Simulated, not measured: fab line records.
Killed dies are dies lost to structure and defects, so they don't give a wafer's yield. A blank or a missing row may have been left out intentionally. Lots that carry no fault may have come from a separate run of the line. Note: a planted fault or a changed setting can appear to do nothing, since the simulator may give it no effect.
fab line records -- flow gf180mcu
record: lots: 13, wafers: 39, last_day: 34
route steps=602 shown SALICIDE@280 M4@456 V4@478
lots untouched by any fault: they come from a run of this same line in which no faults occurred
start_h: start of the lot's first displayed wafer, in hours after the record's first day -- wait_h: time in hours since the lot's previous step -- " identical to the entry in the row above -- L1.1+2: one row covering several wafers at once -- - no value present, or no start provided -- * or withheld: withheld -- < > ~ a bound
route shown NAME@n: names a module that has steps shown in the file, with the first one's number in the route -- usual: mean/standard deviation taken from wafers without a fault -- same: alike in all rows -- chamber/n: place in a boat -- sites: readings site by site -- _std_site: standard deviation of those values -- _edge_site: inner sites' mean taken away from outer sites' mean -- radius_mm: how far each site lies from the wafer's centre -- mask NAME#n: copy n -- behind: the tool/chamber that last shaped the wafer -- hold: what put the lot on hold/how long, in hours/how the hold closed -- device: the n, p or np transistor that did not switch -- end of line: the tests these same wafers got at the end of their route -- a step without rows: its recipe alone -- killed: count of dies lost to structure and defects at first sort (not the wafer's yield) -- map: shows each die of a wafer: x if killed, . if not, _ if none is there
set.NAME: the setting as run; set.NAME@STEP: as run at that earlier step -- model.NAME: the simulator's own value behind a step, which no gauge read
a sample of lots followed through the steps of the route, with each step as a table and each wafer as a row
services: when a tool's chamber went out of use (start_h, in hours from the record's first day, below 0 if earlier), for how many hours, and the reason
== steps ==
step: GF_SALICIDE_SPUTTER_02
recipe: material: Co, target_thk_nm: 10, power_w: 1000, time_s: 20, chamber_pressure_pa: 0.4
usual: throttle_valve_pct: 30.5/0.81
lot.wafer,tool,chamber,start_h,wait_h,throttle_valve_pct
L402.1,pvd_sputter-04,-,353.80,0.0,31.5
L402.2,pvd_sputter-04,-,353.80,0.0,30.5
L402.5,pvd_sputter-04,-,353.80,0.0,31.2
L403.2,pvd_sputter-03,-,365.28,0.0,30.6
L403.5,pvd_sputter-03,-,365.28,0.0,30.1
L403.6,pvd_sputter-03,-,365.28,0.0,30.7
L405.1,pvd_sputter-03,-,377.91,0.0,30.7
L405.4,pvd_sputter-03,-,377.91,0.0,32.0
L405.6,pvd_sputter-03,-,377.91,0.0,30.5
L413.1,pvd_sputter-04,-,448.99,0.0,31.2
L413.3,pvd_sputter-04,-,448.99,0.0,31.5
L413.6,pvd_sputter-04,-,448.99,0.0,31.0
L414.1,pvd_sputter-03,-,460.47,0.0,30.6
L414.5,pvd_sputter-03,-,460.47,0.0,30.2
L414.6,pvd_sputter-03,-,460.47,0.0,32.1
L416.2,pvd_sputter-01,-,470.19,0.0,29.2
L416.4,pvd_sputter-01,-,470.19,0.0,29.4
L416.5,pvd_sputter-01,-,470.19,0.0,29.3
L417.1,pvd_sputter-04,-,475.99,0.0,30.8
L417.2,pvd_sputter-04,-,475.99,0.0,31.5
L417.4,pvd_sputter-04,-,475.99,0.0,30.9
L418.1,pvd_sputter-01,-,487.74,0.0,30.3
L418.2,pvd_sputter-01,-,487.74,0.0,29.4
L418.3,pvd_sputter-01,-,487.74,0.0,29.9
L420.2,pvd_sputter-01,-,509.50,0.0,29.3
L420.3,pvd_sputter-01,-,509.50,0.0,29.2
L420.5,pvd_sputter-01,-,509.50,0.0,30.1
L421.1,pvd_sputter-04,-,512.34,0.0,31.4
L421.2,pvd_sputter-04,-,512.34,0.0,30.9
L421.4,pvd_sputter-04,-,512.34,0.0,30.7
L422.1,pvd_sputter-01,-,520.66,0.0,29.4
L422.2,pvd_sputter-01,-,520.66,0.0,29.5
L422.4,pvd_sputter-01,-,520.66,0.0,29.5
L423.2,pvd_sputter-01,-,528.46,0.0,29.4
L423.3,pvd_sputter-01,-,528.46,0.0,29.3
L423.6,pvd_sputter-01,-,528.46,0.0,30.0
L424.1,pvd_sputter-04,-,535.38,0.0,31.3
L424.2,pvd_sputter-04,-,535.38,0.0,31.4
L424.5,pvd_sputter-04,-,535.38,0.0,30.8
step: GF_SALICIDE_RS_MEAS_04
recipe: thk_meas_gauge: four-point-probe, reads: TiN_of_SALICIDE_SPUTTER_03+Co_of_SALICIDE_SPUTTER_02
usual: SALICIDE_TIN_RS: 16.36/0.26
lot.wafer,tool,chamber,start_h,wait_h,SALICIDE_TIN_RS[ohm/sq]
L402.1,film_metro-04,-,353.86,0.0,16.38
L402.2,film_metro-04,-,353.86,0.0,16.56
L402.5,film_metro-04,-,353.86,0.0,16.44
L403.2,film_metro-03,-,365.35,0.0,16.75
L403.5,film_metro-03,-,365.35,0.0,16.65
L403.6,film_metro-03,-,365.35,0.0,16.66
L405.1,film_metro-04,-,377.96,0.0,15.01
L405.4,film_metro-04,-,377.96,0.0,16.17
L405.6,film_metro-04,-,377.96,0.0,16.45
L413.1,film_metro-03,-,449.04,0.0,16.13
L413.3,film_metro-03,-,449.04,0.0,16.16
L413.6,film_metro-03,-,449.04,0.0,16.12
L414.1,film_metro-04,-,460.53,0.0,16.63
L414.5,film_metro-04,-,460.53,0.0,16.25
L414.6,film_metro-04,-,460.53,0.0,16.33
L416.2,film_metro-04,-,470.26,0.0,15.87
L416.4,film_metro-04,-,470.26,0.0,16.39
L416.5,film_metro-04,-,470.26,0.0,16.09
L417.1,film_metro-01,-,476.04,0.0,16.16
L417.2,film_metro-01,-,476.04,0.0,16.14
L417.4,film_metro-01,-,476.04,0.0,16.64
L418.1,film_metro-03,-,487.80,0.0,16.39
L418.2,film_metro-03,-,487.80,0.0,16.16
L418.3,film_metro-03,-,487.80,0.0,16.38
L420.2,film_metro-03,-,509.57,0.0,16.67
L420.3,film_metro-03,-,509.57,0.0,16.73
L420.5,film_metro-03,-,509.57,0.0,16.89
L421.1,film_metro-03,-,512.39,0.0,16.54
L421.2,film_metro-03,-,512.39,0.0,16.63
L421.4,film_metro-03,-,512.39,0.0,16.48
L422.1,film_metro-03,-,520.72,0.0,16.88
L422.2,film_metro-03,-,520.72,0.0,16.55
L422.4,film_metro-03,-,520.72,0.0,16.65
L423.2,film_metro-03,-,528.53,0.0,16.50
L423.3,film_metro-03,-,528.53,0.0,16.47
L423.6,film_metro-03,-,528.53,0.0,16.58
L424.1,film_metro-03,-,535.44,0.0,16.41
L424.2,film_metro-03,-,535.44,0.0,16.44
L424.5,film_metro-03,-,535.44,0.0,16.49
step: GF_M4_SPUTTER_00
recipe: material: Ti, target_thk_nm: 37.5, arriving_ion_energy_ev: 80, substrate_temp_c: 200, chamber_pressure_pa: 2, power_w: 4000, time_s: 150
usual: throttle_valve_pct: 30.4/0.79
lot.wafer,tool,chamber,start_h,wait_h,throttle_valve_pct
L402.1,pvd_sputter-03,-,531.33,0.1,32.2
L402.2,pvd_sputter-03,-,531.33,0.1,30.6
L402.5,pvd_sputter-03,-,531.33,0.1,30.3
L403.2,pvd_sputter-01,-,543.52,0.1,29.8
L403.5,pvd_sputter-01,-,543.52,0.1,30.2
L403.6,pvd_sputter-01,-,543.52,0.1,29.5
L405.1,pvd_sputter-03,-,554.19,0.2,30.4
L405.4,pvd_sputter-03,-,554.19,0.2,32.2
L405.6,pvd_sputter-03,-,554.19,0.2,30.3
L413.1,pvd_sputter-01,-,619.53,0.1,29.5
L413.3,pvd_sputter-01,-,619.53,0.1,30.4
L413.6,pvd_sputter-01,-,619.53,0.1,30.1
L414.1,pvd_sputter-04,-,628.58,0.1,30.6
L414.5,pvd_sputter-04,-,628.58,0.1,30.7
L414.6,pvd_sputter-04,-,628.58,0.1,31.8
L416.2,pvd_sputter-04,-,636.67,0.1,31.2
L416.4,pvd_sputter-04,-,636.67,0.1,30.9
L416.5,pvd_sputter-04,-,636.67,0.1,30.8
L417.1,pvd_sputter-03,-,642.51,0.1,30.2
L417.2,pvd_sputter-03,-,642.51,0.1,30.4
L417.4,pvd_sputter-03,-,642.51,0.1,30.5
L418.1,pvd_sputter-03,-,652.52,0.1,30.2
L418.2,pvd_sputter-03,-,652.52,0.1,30.4
L418.3,pvd_sputter-03,-,652.52,0.1,30.6
L420.2,pvd_sputter-04,-,670.40,0.2,31.4
L420.3,pvd_sputter-04,-,670.40,0.2,31.4
L420.5,pvd_sputter-04,-,670.40,0.2,30.8
L421.1,pvd_sputter-01,-,674.12,0.1,29.4
L421.2,pvd_sputter-01,-,674.12,0.1,30.2
L421.4,pvd_sputter-01,-,674.12,0.1,29.3
L422.1,pvd_sputter-01,-,681.07,0.1,30.0
L422.2,pvd_sputter-01,-,681.07,0.1,29.7
L422.4,pvd_sputter-01,-,681.07,0.1,29.5
L423.2,pvd_sputter-03,-,687.33,0.1,30.0
L423.3,pvd_sputter-03,-,687.33,0.1,30.4
L423.6,pvd_sputter-03,-,687.33,0.1,30.4
L424.1,pvd_sputter-01,-,691.46,0.2,29.5
L424.2,pvd_sputter-01,-,691.46,0.2,29.5
L424.5,pvd_sputter-01,-,691.46,0.2,30.1
step: GF_M4_THK_MEAS_06
recipe: thk_meas_gauge: xrf, reads: AlCu_of_M4_SPUTTER_02
usual: M4_ALCU_THK: 446/5.2
lot.wafer,tool,chamber,start_h,wait_h,M4_ALCU_THK[nm]
L402.1,film_metro-04,-,531.67,0.1,439
L402.2,film_metro-04,-,531.67,0.1,438
L402.5,film_metro-04,-,531.67,0.1,442
L403.2,film_metro-04,-,543.87,0.1,444
L403.5,film_metro-04,-,543.87,0.1,449
L403.6,film_metro-04,-,543.87,0.1,445
L405.1,film_metro-01,-,554.53,0.1,443
L405.4,film_metro-01,-,554.53,0.1,437
L405.6,film_metro-01,-,554.53,0.1,437
L413.1,film_metro-04,-,619.87,0.1,451
L413.3,film_metro-04,-,619.87,0.1,457
L413.6,film_metro-04,-,619.87,0.1,458
L414.1,film_metro-03,-,628.92,0.1,451
L414.5,film_metro-03,-,628.92,0.1,451
L414.6,film_metro-03,-,628.92,0.1,454
L416.2,film_metro-03,-,637.02,0.1,447
L416.4,film_metro-03,-,637.02,0.1,450
L416.5,film_metro-03,-,637.02,0.1,441
L417.1,film_metro-03,-,642.85,0.1,446
L417.2,film_metro-03,-,642.85,0.1,444
L417.4,film_metro-03,-,642.85,0.1,445
L418.1,film_metro-01,-,652.86,0.1,446
L418.2,film_metro-01,-,652.86,0.1,440
L418.3,film_metro-01,-,652.86,0.1,445
L420.2,film_metro-04,-,670.75,0.1,444
L420.3,film_metro-04,-,670.75,0.1,450
L420.5,film_metro-04,-,670.75,0.1,444
L421.1,film_metro-01,-,674.46,0.1,441
L421.2,film_metro-01,-,674.46,0.1,447
L421.4,film_metro-01,-,674.46,0.1,447
L422.1,film_metro-04,-,681.41,0.1,450
L422.2,film_metro-04,-,681.41,0.1,449
L422.4,film_metro-04,-,681.41,0.1,447
L423.2,film_metro-03,-,687.69,0.1,449
L423.3,film_metro-03,-,687.69,0.1,442
L423.6,film_metro-03,-,687.69,0.1,447
L424.1,film_metro-03,-,691.80,0.1,454
L424.2,film_metro-03,-,691.80,0.1,449
L424.5,film_metro-03,-,691.80,0.1,458
step: GF_V4_CVD_02
recipe: material: SiO2, target_thk_nm: 850, precursor: TEOS, temp_c: 400, time_s: 94.851, rf_w: 600
usual: heater_power_w: 709/92
lot.wafer,tool,chamber,start_h,wait_h,heater_power_w
L402.1,pecvd-04,0,555.17,0.1,664
L402.2,pecvd-04,2,555.17,0.1,627
L402.5,pecvd-04,1,555.17,0.1,619
L403.2,pecvd-01,1,566.96,0.0,835
L403.5,pecvd-01,0,566.96,0.0,756
L403.6,pecvd-01,1,566.96,0.0,865
L405.1,pecvd-03,1,577.11,0.1,617
L405.4,pecvd-03,0,577.11,0.1,729
L405.6,pecvd-03,2,577.11,0.1,704
L413.1,pecvd-03,1,640.31,0.1,626
L413.3,pecvd-03,2,640.31,0.1,741
L413.6,pecvd-03,1,640.31,0.1,513
L414.1,pecvd-04,0,650.04,0.1,728
L414.5,pecvd-04,2,650.04,0.1,628
L414.6,pecvd-04,1,650.04,0.1,637
L416.2,pecvd-04,1,658.53,0.0,761
L416.4,pecvd-04,1,658.53,0.0,639
L416.5,pecvd-04,2,658.53,0.0,691
L417.1,pecvd-03,1,664.46,0.1,563
L417.2,pecvd-03,2,664.46,0.1,641
L417.4,pecvd-03,1,664.46,0.1,616
L418.1,pecvd-01,0,673.66,0.1,715
L418.2,pecvd-01,2,673.66,0.1,744
L418.3,pecvd-01,1,673.66,0.1,834
L420.2,pecvd-04,2,690.18,0.0,629
L420.3,pecvd-04,1,690.18,0.0,761
L420.5,pecvd-04,2,690.18,0.0,677
L421.1,pecvd-04,2,694.54,0.1,669
L421.2,pecvd-04,1,694.54,0.1,694
L421.4,pecvd-04,2,694.54,0.1,529
L422.1,pecvd-01,0,701.64,0.1,723
L422.2,pecvd-01,1,701.64,0.1,800
L422.4,pecvd-01,0,701.64,0.1,783
L423.2,pecvd-04,1,707.22,0.0,652
L423.3,pecvd-04,2,707.22,0.0,692
L423.6,pecvd-04,2,707.22,0.0,543
L424.1,pecvd-01,2,711.46,0.1,812
L424.2,pecvd-01,1,711.46,0.1,788
L424.5,pecvd-01,0,711.46,0.1,611
== services ==
tool,chamber,start_h,hours,kind
pecvd-03,-,335.70,1.3,repair
pecvd-01,-,368.88,14.0,pm
pvd_sputter-01,3,371.54,-,consumable_replace:kit
pvd_sputter-01,3,371.54,18.0,scheduled_down
pvd_sputter-01,3,371.54,18.0,vent_cycle
pvd_sputter-01,-,378.25,1.2,repair
pecvd-01,-,395.04,4.1,repair
pecvd-03,-,397.00,5.5,pm
pvd_sputter-03,-,443.05,3.8,repair
pecvd-01,0,447.80,21.5,repair
pecvd-01,1,458.86,10.2,repair
pvd_sputter-03,-,479.00,2.3,repair
pvd_sputter-01,-,490.14,5.4,repair
pvd_sputter-03,-,524.22,0.6,repair
pvd_sputter-01,2,543.74,-,consumable_replace:kit
pecvd-04,1,586.59,16.4,repair
pecvd-03,-,591.12,14.0,pm
pecvd-01,0,622.85,4.4,repair
pvd_sputter-03,-,647.45,1.2,repair
pecvd-01,-,650.36,2.8,pm
pecvd-03,2,672.87,4.8,repair
pvd_sputter-04,-,675.67,5.4,repair
pecvd-04,0,684.83,13.9,repair
pvd_sputter-04,-,690.43,2.2,repair
== key ==
first_sign: step: GF_SALICIDE_RS_MEAS_04, reading: SALICIDE_TIN_RS, direction: down, sigmas: 5.2, usual: 16.36, struck: 15.01
effect none on later readings
met_at GF_SALICIDE_SPUTTER_02
struck_lots L405
struck_wafers L405.1
tester_left_out L405
not_acting_at GF_M4_SPUTTER_00,GF_M4_THK_MEAS_06,GF_V4_CVD_02
onset_between 365.28 377.91
fault: kind: process_parameter_drift, tool: pvd_sputter-03, chamber: -, onset_h: 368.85, steps: GF_SALICIDE_SPUTTER_02, channel: target_thk_nm, offset: 0.90611, shape: step, end_h: 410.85, acts_in: these_recipes_only, stated: 10, scope: struck_wafers_only
tester_left_out: of these lots the tester's yield and bins aren't shown, on N5 and GAA mostly nor the transistor test; their killed dies are dies lost to structure and defects alone, not to doping, threshold or leakage, so they don't give the yield
